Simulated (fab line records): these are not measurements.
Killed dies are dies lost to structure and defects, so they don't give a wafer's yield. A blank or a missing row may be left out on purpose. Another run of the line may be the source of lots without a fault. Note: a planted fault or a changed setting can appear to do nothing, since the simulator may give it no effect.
A lot that was struck, set against a sound lot    flow sky130    16 out of 708 route steps
Sound: these wafers, L190.1, L190.4, L190.5. Struck: wafers L181.2, L181.4, L181.6. At the end, the cause is stated.
At each step with rows: each side's tool, then ch and its chambers, then its first start. Under that, the readings that differ: sound wafers    struck wafers    difference of the means    sigmas: that difference in standard deviations of wafers without a fault.
alike: words and numbers the same on both sides, and readings whose means are apart by under 2 such deviations; not compared: readings that were withheld, readings missing a value for some wafer, numbers with overlapping values and no deviation given by the record, and bounds like >300 which may hide the same value.
The two part at a step that has a row with sigmas, a row that says differs or no value, or rows on one side only. Non-overlapping numbers with no deviation appear without sigmas and do not part them. A reading missing from all wafers of one side parts the sides only when that side holds two or more wafers.

first, 5 steps without rows for these wafers: SKY_SONOS_TUNNEL_COAT_02 (resist thk 1140 nm); SKY_SONOS_TUNNEL_SOFTBAKE_03 (time 60 s); SKY_SONOS_TUNNEL_EXPOSE_04 (exposes mask TUNM, target cd 410 nm); SKY_SONOS_TUNNEL_PEB_05; SKY_SONOS_TUNNEL_DEVELOP_06 (develop time 60 s).
SKY_SONOS_TUNNEL_CD_MEAS_07: target cd 410 nm.
  sound: cdSem-01 at day 17 12:07; struck: cdSem-02 at day 14 20:41
  alike: cdNm
SKY_SONOS_TUNNEL_OVL_MEAS_08:
  sound: overlay-02 at day 17 12:14; struck: overlay-02 at day 14 20:47
  alike: SONOS_TUNNEL_OVL
then, 3 steps without rows for these wafers: SKY_SONOS_TUNNEL_IMPLANT_09; SKY_SONOS_TUNNEL_WET_ETCH_10 (etches SiO2 in dHF, target depth 14 nm, time 280 s); SKY_SONOS_TUNNEL_STRIP_11 (strips in SPM, time 600 s).
SKY_SONOS_TUNNEL_TW_MEAS_12:
  sound: filmMetro-02 at day 17 12:41; struck: filmMetro-02 at day 14 21:15
  alike: SONOS_TUNNEL_TW
then, 1 step without rows for these wafers: SKY_SONOS_TUNNEL_CLEAN_13 (cleans in dHF, time 20 s).
SKY_SONOS_ONO_OXIDATION_00: stabilise 600 s, purge 300 s, target thk 2.6 nm.
  sound on furnace-01 ch 0, day 17 15:00; struck on furnace-01 ch 0, day 14 22:05
reading                                          sound                 struck                difference  sigmas
spikeTcBottomC (C)                               824.8 824.6 823.5     840.2 839.2 838.7     +15.1       +13
spikeTcCentreC (C)                               800.1 799.5 798.8     816.5 816.3 815.6     +16.7       +10
spikeTcLowerC (C)                                802.4 801.6 799.7     814.8 816.2 816.5     +14.6       +11
spikeTcTopC (C)                                  812.9 816.7 814.0     832.4 832.8 830.1     +17.2       +13
spikeTcUpperC (C)                                797.0 799.1 798.6     814.5 813.3 814.9     +16.0       +8
tubeCenterTempC (C)                              800.01 800.06 800.02  816.02 815.97 815.97  +15.96      +99 or more
tube_center_temp_C_max                           802.9 802.1 801.9     817.9 817.8 817.8     +15.5       +52
zonePowerCentrePct (%)                           14.47 14.42 13.98     15.15 14.81 15.10     +0.73       +6
model.SiO2_of_SONOS_ONO_OXIDATION_00.thkNm (nm)  2.484 2.568 2.531     3.138 3.152 3.174     +0.627      
SKY_SONOS_ONO_THK_MEAS_01:
  sound: filmMetro-03 at day 17 16:21; struck: filmMetro-03 at day 14 23:27
reading                       sound           struck          difference  sigmas
SONOS_ONO_OXIDATION_THK (nm)  2.51 2.55 2.55  3.14 3.12 3.14  +0.60       +9
then, 1 step without rows for these wafers: SKY_SONOS_ONO_CVD_02 (deposits Si3N4 from DCS/NH3, target thk 10.5 nm, time 180 s).
-- here the record skips 34 days between the struck wafers' starts before and after, leaving off in module SONOS_ONO and picking up in module PAD_OPEN (first step shown: number 708 of the route) --
SKY_PAD_OPEN_PROBE_99:
  sound: prober-01 at day 50 04:39; struck: prober-02 at day 48 17:19
reading                              sound                    struck                  difference  sigmas
model.etest.sonosErased.driveUaUm    159 188.1 167.6          93.21 111.6 85.32       -74.86      
model.etest.sonosErased.vtV (V)      -2.286 -2.314 -2.312     -1.372 -1.387 -1.282    +0.957      
model.etest.capOno.gateLog10ACm2     -7.903 -7.826 -7.82      -8.966 -8.944 -8.951    -1.104      
model.etest.capOno.gateBvV (V)       16.06 16.07 16.19        17.61 17.41 17.67       +1.46       
model.etest.capOno.toxAccNm (nm)     12.86 12.77 12.74        13.71 13.64 13.71       +0.90       
model.etest.sonosProgrammed.vtV (V)  1.502 1.524 1.514        1.079 1.06 1.065        -0.445      
model.etest.sonosBaked.vtLessV (V)   -0.6134 -0.5286 -0.5647  -0.253 -0.2683 -0.2363  +0.316      
  alike: killed_at_M0_to_M3, killed_at_M4_up, killedAtContacts, killedAtFrontEnd, killedAtOther, killedDies, killedOpen, killedShort
  not compared: model.etest.sonosUncharged.rOnOhmUm

== WHERE THEY PART ==
At SKY_SONOS_ONO_OXIDATION_00 first; at SKY_SONOS_ONO_THK_MEAS_01 last (within this record only). Later steps at which nothing parts them and some readings are alike: SKY_PAD_OPEN_PROBE_99.

WHY: the cause the simulator had injected
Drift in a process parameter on furnace-01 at SKY_SONOS_ONO_OXIDATION_00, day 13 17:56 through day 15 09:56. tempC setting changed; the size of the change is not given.
